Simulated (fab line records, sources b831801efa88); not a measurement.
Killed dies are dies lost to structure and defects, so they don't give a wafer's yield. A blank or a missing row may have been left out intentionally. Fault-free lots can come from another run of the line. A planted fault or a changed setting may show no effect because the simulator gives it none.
fab line records | flow sky130
record: lots: 4 | wafers: 12 | last_day: 50
route steps=708 shown METAL2@497 VIA2@507 METAL3@532 CAPM@537 PAD_OPEN@708
lots with no fault: from the same line, run without faults
start_h: hours from the record's first day to the start of the lot's first wafer shown | wait_h: how many hours have passed since the lot's step before this one | " identical to the entry in the row above | L1.1+2: several wafers, shown together as one row | - either no value or no given start | * or withheld: withheld | < > ~ a bound
route shown NAME@n: a module of which the file shows steps, and the number in the route of the first | usual: average and standard deviation across the fault-free wafers | same: alike in all rows | chamber/n: place in a boat | sites: readings site by site | _std_site: standard deviation across them | _edge_site: mean of outer sites minus mean of inner sites | radius_mm: how far each site lies from the wafer's centre | mask NAME#n: copy n | behind: the tool/chamber that last shaped the wafer | hold: cause of the lot's hold/its duration in hours/its outcome | device: transistor that didn't switch, given as n, p or np | end of line: the route-end tests of the same wafers | for a step that has no rows: nothing shown but its recipe | killed: not the wafer's yield, but the dies lost to structure and defects at the first sort | map: a wafer's dies, x killed, . not, _ none there
set.NAME: setting as actually run; set.NAME@STEP: the setting as run at that earlier step | model.NAME: the simulator's own value behind a step, which no gauge read
lots seen at some steps along the route; tables by step, rows by wafer
services: the hour from which a tool's chamber was out of use, counted from the record's first day as start_h (under 0 if before that day), plus the number of hours and why
== steps ==
step: SKY_METAL2_DEVELOP_14
recipe: develop_time_s: 60 | resist: KrF-thick | dev_temp_c: 21
step: SKY_METAL2_DESCUM_17
recipe: chemistry: O2 | source_power_w: 150 | bias_power_w: 0 | pressure_mtorr: 10 | temp_c: 40 | time_s: 8
step: SKY_METAL2_ETCH_18
recipe: chemistry: N2/H2 | target: BARC | ion_energy_ev: 200 | bias_w: 100 | pressure_mtorr: 30 | n2_flow_sccm: 100 | h2_flow_sccm: 200 | icp_w: 500 | stop_on: SiO2 | time_s: 45.9 | target_depth_a: 600
step: SKY_METAL2_METAL_ETCH_19
recipe: target_depth_a: 3600 | stop_on: SiO2 | over_etch_frac: 0.3 | time_s: 78 | chemistry: Cl2/BCl3 | resist_sidewall_deg: 88 | pressure_mtorr: 10 | icp_w: 900 | bias_w: 48.5 | Cl2_flow_sccm: 60 | bcl3_flow_sccm: 30
step: SKY_METAL2_STRIP_20
recipe: chemistry: O2/N2 | power_w: 1400 | pressure_mtorr: 1500 | platen_temp_c: withheld | o2_flow_sccm: 3000 | n2_flow_sccm: 300 | overash_fraction: 0.5
step: SKY_METAL2_STRIP_21
recipe: chemistry: post_etch_residue_remover | time_s: 1200 | temp_c: 72.5
step: SKY_METAL2_CLEAN_22
recipe: chemistry: IPA | time_s: 180 | temp_c: 25
step: SKY_METAL2_CLEAN_23
recipe: chemistry: O3/DIW | dry: n2_spin
step: SKY_VIA2_HDPCVD_00
recipe: material: SiO2 | target_thk_nm: 1180 | sigma_open_frac: 0.3 | time_s: 196.7 | temp_c: 400 | sih4_flow_sccm: 60 | pressure_mtorr: 6
step: SKY_VIA2_CMP_02
recipe: material: SiO2 | down_force_psi: 4 | platen_rpm: 60 | pad_velocity_m_s: 0.94248
usual: motor_current_A: 11.7/0.68 | slurry_filter_dp_kPa: 13.49/0.14
lot.wafer | tool   | chamber | start_h | wait_h | motor_current_A | slurry_filter_dp_kPa | model.SiO2_of_VIA2_HDPCVD_00.thk_nm
L491.3    | cmp-01 | 0       | 884.01  | 0.4    | 12.4            | 13.45                | 494.2
L491.4    | "      | 2       | "       | "      | 11.5            | 13.65                | 495.4
L491.6    | "      | 3       | "       | "      | 10.9            | 13.33                | 493.6
L498.4    | cmp-01 | 2       | 924.79  | 0.0    | 11.1            | 13.54                | 544.7
L498.2    | "      | 3       | "       | "      | 11.0            | 13.60                | 543.9
L498.1    | "      | 1       | "       | "      | 12.5            | 13.60                | 545.2
L499.4    | cmp-01 | 3       | 940.73  | 0.0    | 10.8            | 13.29                | 542.6
L499.3    | "      | 0       | "       | "      | 11.6            | 13.65                | 542.8
L499.5    | "      | 3       | "       | "      | 11.1            | 13.61                | 543.8
L504.4    | cmp-02 | 1       | 971.59  | 0.1    | 12.8            | 13.50                | 495
L504.2    | "      | 3       | "       | "      | 11.4            | 13.52                | 496.4
L504.5    | "      | 1       | "       | "      | 12.0            | 13.32                | 494.8
step: SKY_VIA2_DEHYDRATE_04
recipe: temp_c: 200 | time_s: 60
step: SKY_VIA2_HMDS_05
recipe: prime_time_s: 60 | prime_temp_c: 120
step: SKY_VIA2_COAT_06
recipe: resist: BARC | temp_c: withheld | time_s: withheld | spin_rpm: 3000 | resist_thk_nm: 60
step: SKY_VIA2_COAT_07
recipe: resist: KrF-thick | spin_rpm: 3000 | resist_thk_nm: 450
step: SKY_VIA2_SOFTBAKE_08
recipe: temp_c: 100 | time_s: 90 | resist: KrF-thick
step: SKY_VIA2_EXPOSE_09
recipe: mask_id: VIM2 | na: 0.8 | source_shape: annular | sigma_inner: 0.55 | sigma_outer: 0.85 | target_cd_nm: 200 | dose_mj: 38
step: SKY_VIA2_PEB_10
recipe: peb_temp_c: withheld | peb_time_s: withheld | resist: KrF-thick
step: SKY_VIA2_DEVELOP_11
recipe: develop_time_s: 60 | resist: KrF-thick | dev_temp_c: 21
step: SKY_VIA2_ETCH_14
recipe: chemistry: N2/H2 | target: BARC | ion_energy_ev: 200 | source_w: 500 | bias_w: 100 | pressure_mtorr: 30 | n2_flow_sccm: 100 | h2_flow_sccm: 200 | stop_on: SiO2 | time_s: 45.9 | target_depth_a: 600
step: SKY_VIA2_ETCH_15
recipe: target: SiO2 | chemistry: C4F8/O2/Ar | target_depth_nm: 546 | stop_on: TiN | mask_material: KrF-thick | source_w: 1500 | bias_w: 1200 | pressure_mtorr: 40 | c4f8_flow_sccm: withheld | O2_flow_sccm: 6 | Ar_flow_sccm: 300 | time_s: 84
usual: oes_product_au: 0.940/0.0044
same: time_s: 84
lot.wafer | tool        | chamber | start_h | wait_h | oes_product_au | rf_hours_counter_h | model.VIA2.feature_depth_nm | model.etch.depth_nm
L491.3    | rie_diel-01 | 1       | 909.54  | 0.0    | 0.945          | 17                 | 494.2                       | 494.2
L491.4    | "           | 2       | "       | "      | 0.941          | 9                  | 495.4                       | 495.4
L491.6    | "           | 3       | "       | "      | 0.932          | -                  | 493.6                       | 493.6
L498.1    | rie_diel-02 | 2       | 949.84  | 0.0    | 0.990          | 6                  | 545.2                       | 545.2
L498.2    | "           | 1       | "       | "      | 0.996          | 4                  | 543.9                       | 543.9
L498.4    | "           | 3       | "       | "      | 0.994          | 12                 | 544.7                       | 544.7
L499.3    | rie_diel-04 | 1       | 965.79  | 0.0    | 0.984          | 22                 | 541.2                       | 541.2
L499.4    | "           | 2       | "       | "      | 0.982          | 13                 | 542.6                       | 542.6
L499.5    | "           | 2       | "       | "      | 0.986          | -                  | 543.8                       | 543.8
L504.2    | rie_diel-04 | 1       | 995.72  | 0.0    | 0.938          | 23                 | 496.4                       | 496.4
L504.4    | "           | 1       | "       | "      | 0.940          | -                  | 495                         | 495
L504.5    | "           | 0       | "       | "      | 0.939          | -                  | 494.8                       | 494.8
step: SKY_VIA2_STRIP_16
recipe: chemistry: O2/N2 | power_w: 1400 | pressure_mtorr: 1500 | platen_temp_c: withheld | o2_flow_sccm: 3000 | n2_flow_sccm: 300 | overash_fraction: 0.5
step: SKY_VIA2_STRIP_17
recipe: chemistry: post_etch_residue_remover | time_s: 1200 | temp_c: 72.5
step: SKY_VIA2_CLEAN_18
recipe: chemistry: IPA | time_s: 180 | temp_c: 25
step: SKY_VIA2_CLEAN_19
recipe: chemistry: O3/DIW | dry: n2_spin
step: SKY_VIA2_SPUTTER_20
recipe: material: TiN | target_thk_nm: 20 | chamber_pressure_pa: 5 | power_w: 4000 | time_s: 80
step: SKY_VIA2_CVD_21
recipe: material: W | target_thk_nm: 420 | time_s: 126.4 | temp_c: 400 | pressure_torr: 40
step: SKY_VIA2_CMP_24
recipe: stop_on: SiO2 | t_overpolish_s: 20 | down_force_psi: 3.5 | platen_rpm: 60 | target_thk_nm: 0 | pad_velocity_m_s: 0.94248
step: SKY_METAL3_SPUTTER_00
recipe: material: Ti | target_thk_nm: 15 | power_w: 3000 | time_s: 10 | chamber_pressure_pa: 0.4
step: SKY_METAL3_SPUTTER_01
recipe: material: TiN | target_thk_nm: 20 | power_w: 6500 | time_s: 16.7 | chamber_pressure_pa: 0.4
step: SKY_METAL3_SPUTTER_02
recipe: material: AlCu | target_thk_nm: 735 | power_w: 10600 | time_s: 39.1 | chamber_pressure_pa: 0.4
step: SKY_METAL3_SPUTTER_03
recipe: material: Ti | target_thk_nm: 5 | power_w: 3000 | time_s: 3.3 | chamber_pressure_pa: 0.4
step: SKY_METAL3_SPUTTER_04
recipe: material: TiN | target_thk_nm: 70 | power_w: 6500 | time_s: 58.3 | chamber_pressure_pa: 0.4
step: SKY_CAPM_CVD_00
recipe: material: SiO2 | target_thk_nm: 15.5 | temp_c: 400 | time_s: withheld | rf_w: 450
step: SKY_METAL3_METAL_ETCH_18
recipe: target_depth_a: 8450 | stop_on: SiO2 | over_etch_frac: 0.3 | time_s: 183.1 | chemistry: Cl2/BCl3 | resist_sidewall_deg: 88 | pressure_mtorr: 10 | icp_w: 900 | bias_w: 48.5 | Cl2_flow_sccm: 60 | bcl3_flow_sccm: 30
usual: drypump_motor_current_A: 6.1/0.33 | oes_product_au: 0.865/0.006 | throttle_valve_pct: 22.263/0.0083
same: time_s: 183.1
lot.wafer | tool         | chamber | start_h | wait_h | drypump_motor_current_A | oes_product_au | rf_hours_counter_h | throttle_valve_pct | model.SiO2_of_VIA2_HDPCVD_00.thk_nm
L491.3    | rie_metal-01 | 1       | 961.51  | 0.1    | 6.4                     | 0.861          | -                  | 22.254             | 463.6
L491.4    | "            | 0       | "       | "      | 6.0                     | 0.856          | -                  | 22.262             | 465.2
L491.6    | "            | 0       | "       | "      | 6.0                     | 0.865          | -                  | 22.267             | 463.6
L498.1    | rie_metal-04 | 1       | 999.70  | 0.0    | 6.5                     | 0.860          | 14                 | 22.268             | 515.6
L498.2    | "            | 0       | "       | "      | 6.2                     | 0.861          | 19                 | 22.260             | 514.6
L498.4    | "            | 1       | "       | "      | 6.5                     | 0.867          | -                  | 22.271             | 514.9
L499.3    | rie_metal-04 | 1       | 1014.86 | 0.1    | 6.5                     | 0.861          | -                  | 22.254             | 512.9
L499.4    | "            | 0       | "       | "      | 6.3                     | 0.869          | -                  | 22.259             | 513.2
L499.5    | "            | 1       | "       | "      | 6.5                     | 0.864          | -                  | 22.270             | 514.1
L504.2    | rie_metal-03 | 0       | 1043.50 | 0.0    | 5.5                     | 0.865          | 14                 | 22.264             | 466.7
L504.4    | "            | 1       | "       | "      | 6.0                     | 0.873          | -                  | 22.258             | 465.2
L504.5    | "            | 1       | "       | "      | 5.9                     | 0.868          | -                  | 22.255             | 464.9
step: SKY_PAD_OPEN_PROBE_99
usual: killed_at_M0_to_M3: 44/7.4 | killed_at_M4_up: 3.0/1.6 | killed_at_contacts: 24/5 | killed_at_front_end: 15/4.6 | killed_at_other: 0.4/0.65 | killed_dies: 86/9.6 | killed_open: 48/7.4 | killed_short: 38/6.9
same: gross_dies: 492 | killed_at_back_side: 0
lot.wafer | tool      | chamber | start_h | wait_h | killed_at_M0_to_M3 | killed_at_M4_up | killed_at_contacts | killed_at_front_end | killed_at_other | killed_dies | killed_open | killed_short | model.etest.tip_n.rs_ohm_sq | model.etest.nfet_01v8_lvt.drive_ua_um | model.etest.nfet_01v8_turned.drive_ua_um | model.etest.nfet_01v8.drive_ua_um | model.etest.sram_nfet_pass.drive_ua_um | model.etest.nfet_01v8_swapped.drive_ua_um | model.etest.nfet_01v8.r_on_ohm_um | model.etest.res_ndiff.rs_ohm_sq
L491.3    | prober-01 | -       | 1123.87 | 0.2    | 52                 | 3               | 29                 | 22                  | 2               | 108         | 57          | 50           | 439.9                       | 601.2                                 | 533.7                                    | 531.9                             | 522.7                                  | 532.6                                     | 805.1                             | 121.4
L491.4    | prober-01 | -       | 1123.92 | 0.2    | 38                 | 3               | 25                 | 29                  | 0               | 95          | 48          | 47           | 438.9                       | 580.7                                 | 514.3                                    | 514.4                             | 513.7                                  | 512.9                                     | 827.8                             | 121.5
L491.6    | prober-01 | -       | 1124.02 | 0.2    | 33                 | 3               | 24                 | 19                  | 1               | 80          | 45          | 35           | 446.4                       | 575.3                                 | 508.9                                    | 504.4                             | 496.7                                  | 503.1                                     | 838.1                             | 121.2
L498.1    | prober-02 | -       | 1155.81 | 0.1    | 49                 | 4               | 27                 | 10                  | 1               | 91          | 47          | 44           | 385.5                       | 601.4                                 | 531.2                                    | 529.1                             | 514.2                                  | 519.6                                     | 819.5                             | 117.4
L498.2    | prober-02 | -       | 1155.86 | 0.1    | 40                 | 1               | 21                 | 9                   | 1               | 72          | 51          | 20           | 385.1                       | 615                                   | 543                                      | 527.6                             | 523.5                                  | 535.3                                     | 810                               | 117.6
L498.4    | prober-02 | -       | 1155.96 | 0.2    | 49                 | 3               | 22                 | 17                  | 0               | 91          | 50          | 40           | 384.8                       | 612.1                                 | 542.4                                    | 536.1                             | 514.9                                  | 534.2                                     | 810.8                             | 117.7
L499.3    | prober-01 | -       | 1168.16 | 0.2    | 48                 | 3               | 25                 | 9                   | 0               | 85          | 49          | 36           | 387.6                       | 619                                   | 545.9                                    | 537.6                             | 536                                    | 533.6                                     | 806.7                             | 116.7
L499.4    | prober-01 | -       | 1168.21 | 0.2    | 47                 | 1               | 36                 | 5                   | 0               | 89          | 52          | 36           | 387.7                       | 624.8                                 | 554.3                                    | 543.8                             | 527.4                                  | 545.7                                     | 799.5                             | 116.8
L499.5    | prober-01 | -       | 1168.26 | 0.2    | 52                 | 3               | 29                 | 9                   | 1               | 94          | 49          | 42           | 386.7                       | 619.9                                 | 549.1                                    | 546.3                             | 523.6                                  | 540.3                                     | 800.4                             | 117.1
L504.2    | prober-02 | -       | 1188.23 | 0.1    | 44                 | 1               | 24                 | 20                  | 0               | 89          | 49          | 40           | 439.6                       | 543.9                                 | 478.3                                    | 481.6                             | 462.4                                  | 476.8                                     | 861                               | 123.1
L504.4    | prober-02 | -       | 1188.33 | 0.2    | 39                 | 4               | 27                 | 15                  | 0               | 85          | 39          | 46           | 442.9                       | 543.4                                 | 477.4                                    | 480.9                             | 472.1                                  | 483.1                                     | 861.5                             | 122.7
L504.5    | prober-02 | -       | 1188.38 | 0.2    | 51                 | 3               | 34                 | 8                   | 0               | 96          | 55          | 41           | 441.1                       | 549.2                                 | 478.4                                    | 480.4                             | 459.5                                  | 480.6                                     | 850.5                             | 123
killed by level:class
L491.3 VIA1:geometric_particle:open=14 LI_CONTACT:geometric_particle:open=10 FIELD_ISO:geometric_particle:open=9 VIA1:geometric_particle:short=9 LOCAL_INTERCONNECT:geometric_particle:short=6 CONTACT:geometric_particle:short=6 CONTACT:geometric_particle:open=6 FIELD_ISO:geometric_particle:short=5
L491.4 VIA1:geometric_particle:open=10 CONTACT:geometric_particle:open=9 POLY_GATE:geometric_particle:short=9 FIELD_ISO:geometric_particle:open=7 FIELD_ISO:geometric_particle:short=7 LI_CONTACT:geometric_particle:open=6 METAL1:geometric_particle:short=5 METAL2:geometric_particle:short=5
L491.6 CONTACT:geometric_particle:open=8 FIELD_ISO:geometric_particle:open=7 VIA1:geometric_particle:open=6 FIELD_ISO:geometric_particle:short=5 LI_CONTACT:geometric_particle:open=5 VIA3:geometric_particle:open=5 METAL1:geometric_particle:short=5 LI_CONTACT:geometric_particle:short=4
L498.1 VIA1:geometric_particle:open=15 CONTACT:geometric_particle:open=11 METAL2:geometric_particle:short=9 VIA1:geometric_particle:short=7 LI_CONTACT:geometric_particle:open=5 LOCAL_INTERCONNECT:geometric_particle:short=5 METAL1:geometric_particle:short=5 CONTACT:geometric_particle:short=4
L498.2 VIA3:geometric_particle:open=12 VIA1:geometric_particle:open=9 VIA2:geometric_particle:open=8 CONTACT:geometric_particle:open=7 LI_CONTACT:geometric_particle:open=5 CONTACT:geometric_particle:short=4 FIELD_ISO:geometric_particle:open=3 LOCAL_INTERCONNECT:geometric_particle:short=3
L498.4 VIA1:geometric_particle:open=12 FIELD_ISO:geometric_particle:open=8 LI_CONTACT:geometric_particle:open=8 VIA3:geometric_particle:open=6 CONTACT:geometric_particle:open=5 VIA2:geometric_particle:open=5 METAL2:geometric_particle:short=5 VIA2:geometric_particle:short=5
L499.3 VIA2:geometric_particle:open=10 VIA1:geometric_particle:open=9 CONTACT:geometric_particle:open=8 LI_CONTACT:geometric_particle:open=7 VIA3:geometric_particle:open=6 METAL2:geometric_particle:short=5 VIA1:geometric_particle:short=4 VIA3:geometric_particle:short=4
L499.4 VIA1:geometric_particle:open=16 CONTACT:geometric_particle:open=14 LI_CONTACT:geometric_particle:open=8 METAL1:geometric_particle:short=7 VIA1:geometric_particle:short=6 CONTACT:geometric_particle:short=5 VIA2:geometric_particle:open=5 VIA3:geometric_particle:open=5
L499.5 VIA3:geometric_particle:open=10 CONTACT:geometric_particle:open=10 LI_CONTACT:geometric_particle:open=7 VIA1:geometric_particle:open=7 LOCAL_INTERCONNECT:geometric_particle:short=6 VIA2:geometric_particle:open=6 METAL1:geometric_particle:short=5 VIA1:geometric_particle:short=5
L504.2 VIA1:geometric_particle:open=16 CONTACT:geometric_particle:open=8 POLY_GATE:geometric_particle:open=6 POLY_GATE:geometric_particle:short=6 VIA2:geometric_particle:open=6 LI_CONTACT:geometric_particle:open=6 VIA1:geometric_particle:short=6 METAL2:geometric_particle:short=6
L504.4 CONTACT:geometric_particle:open=8 VIA1:geometric_particle:open=8 FIELD_ISO:geometric_particle:short=6 LI_CONTACT:geometric_particle:open=6 CONTACT:geometric_particle:short=6 METAL2:geometric_particle:short=6 VIA2:geometric_particle:open=5 METAL3:geometric_particle:short=4
L504.5 CONTACT:geometric_particle:open=15 VIA1:geometric_particle:open=14 CONTACT:geometric_particle:short=8 VIA1:geometric_particle:short=8 LI_CONTACT:geometric_particle:open=6 METAL2:geometric_particle:short=5 VIA2:geometric_particle:open=4 VIA2:geometric_particle:short=4
== services ==
tool         | chamber | start_h | hours | kind
rie_diel-02  | 3       | 860.19  | 7.9   | repair
rie_diel-02  | -       | 862.02  | 28.1  | pm
cmp-01       | -       | 873.79  | 9.9   | pm
cmp-02       | -       | 889.75  | 6.3   | pm
rie_diel-02  | 3       | 896.18  | 27.6  | repair
cmp-02       | -       | 897.26  | 3.0   | repair
rie_diel-01  | 3       | 897.86  | 6.3   | repair
rie_metal-04 | -       | 903.25  | 1.4   | pm
cmp-01       | -       | 903.37  | 2.6   | repair
cmp-02       | -       | 905.59  | 1.4   | repair
cmp-01       | -       | 912.17  | 4.0   | pm
cmp-02       | -       | 917.61  | 5.5   | repair
cmp-02       | -       | 931.48  | 0.6   | repair
rie_metal-04 | -       | 938.96  | 0.5   | repair
rie_metal-03 | -       | 947.65  | 15.6  | pm
cmp-01       | -       | 952.13  | 1.7   | repair
rie_diel-04  | -       | 957.40  | 1.7   | repair
cmp-02       | -       | 968.66  | 2.0   | repair
rie_diel-04  | 2       | 971.71  | 29.8  | repair
rie_diel-01  | 0       | 980.65  | 8.1   | repair
cmp-02       | -       | 981.47  | 1.7   | repair
rie_diel-04  | 3       | 982.00  | 45.3  | repair
rie_diel-01  | 3       | 983.46  | 3.2   | repair
rie_diel-04  | 1       | 985.02  | 5.1   | repair
== key ==
first_sign: step: SKY_VIA2_ETCH_15 | reading: oes_product_au | direction: up | sigmas: 11 | usual: 0.940 | struck: 0.989
effect none on later readings
model_effect: step: SKY_VIA2_CMP_02 | value: SiO2_of_VIA2_HDPCVD_00.thk_nm | without: 494.3 | struck: 543.8
model_effect: step: SKY_VIA2_ETCH_15 | value: VIA2.feature_depth_nm | without: 494.3 | struck: 543.6
model_effect: step: SKY_METAL3_METAL_ETCH_18 | value: SiO2_of_VIA2_HDPCVD_00.thk_nm | without: 464.7 | struck: 514.2
model_effect: step: SKY_PAD_OPEN_PROBE_99 | value: etest.tip_n.rs_ohm_sq | without: 438.4 | struck: 386.2
met_at SKY_VIA2_CMP_02
struck_wafers L498.1,L498.2,L498.4,L499.3,L499.4,L499.5
tester_left_out L498,L499
onset_between 884.01 924.79
earlier_fault: kind: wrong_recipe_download | tool: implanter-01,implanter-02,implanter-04 | chamber: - | onset_h: 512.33 | steps: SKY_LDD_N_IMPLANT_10 | wrong_recipe.not_listed: 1
fault: kind: process_parameter_drift | tool: cmp-01 | chamber: - | onset_h: 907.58 | steps: SKY_VIA2_CMP_02 | channel: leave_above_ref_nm | offset: 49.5 | shape: step | end_h: 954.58 | acts_in: these_recipes_only | stated: 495
tester_left_out: of these lots the tester's yield and bins aren't shown, on N5 and GAA mostly nor the transistor test; their killed dies are dies lost to structure and defects alone, not to doping, threshold or leakage, so they don't give the yield
